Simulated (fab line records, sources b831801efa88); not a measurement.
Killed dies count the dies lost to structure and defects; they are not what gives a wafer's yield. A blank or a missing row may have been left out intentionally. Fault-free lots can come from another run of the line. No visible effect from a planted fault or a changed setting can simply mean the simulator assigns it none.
One fault through the eyes of 2 desks | flow sky130 | what lay behind the numbers comes last; until then each desk has only its own

THE TOOL OWNER'S DESK: plasma asher-01
The tool's own readings at SKY_VIA2_STRIP_16 (strips in O2/N2): means of the sampled wafers that have a number, for each lot that ran on this tool. Marked OUT: a lot whose mean sits more than 4 standard deviations from the usual mean, which makes it out of limits; the brackets give that distance.
Columns: A = drypump motor current A at SKY_VIA2_STRIP_16, usual 5.5 A; B = oes product au at SKY_VIA2_STRIP_16, usual 0.398 a.u.; C = strip time to endpoint s at SKY_VIA2_STRIP_16, usual 4.045 s
lot  | first seen here | A   | B     | C
L633 | day 36 05:29    | 5.4 | 0.397 | 4.059
L634 | day 36 10:20    | 5.6 | 0.398 | 4.051
L636 | day 37 12:23    | 5.6 | 0.396 | 4.061
L637 | day 37 17:47    | 5.7 | 0.401 | 4.032
L638 | day 38 01:44    | 5.1 | 0.398 | 4.038
L640 | day 38 17:14    | 5.2 | 0.400 | 4.073
L645 | day 40 00:57    | 5.4 | 0.397 | 4.043
L646 | day 40 08:02    | 5.3 | 0.397 | 4.038
Finding of this desk: none of the 8 lots has anything out of limits.

THE METROLOGY DESK
What the gauges read, lot by lot, whatever tool the lot ran on: means of the sampled wafers that have a number. Marked OUT: a lot whose mean sits more than 4 standard deviations from the usual mean, which makes it out of limits; the brackets give that distance.
Columns: A = VIA4_W_THK at SKY_VIA4_THK_MEAS_20, usual 532 nm
lot  | first seen here | A
L633 | day 42 18:37    | 531
L634 | day 42 21:43    | 524
L636 | day 43 20:31    | 525
L637 | day 44 01:22    | 541
L638 | day 44 08:06    | 530
L639 | day 44 19:38    | 537
L640 | day 44 22:43    | 530
L645 | day 46 02:22    | 543
L646 | day 46 08:55    | 527
L653 | day 48 02:10    | 519
L655 | day 48 11:43    | 543
L656 | day 48 15:04    | 527
Finding of this desk: none of the 12 lots has anything out of limits.

PUT TOGETHER
The tool owner's desk saw nothing out of limits.
Metrology desk: nothing out of limits seen.

WHAT THE SIMULATOR HAD PUT IN
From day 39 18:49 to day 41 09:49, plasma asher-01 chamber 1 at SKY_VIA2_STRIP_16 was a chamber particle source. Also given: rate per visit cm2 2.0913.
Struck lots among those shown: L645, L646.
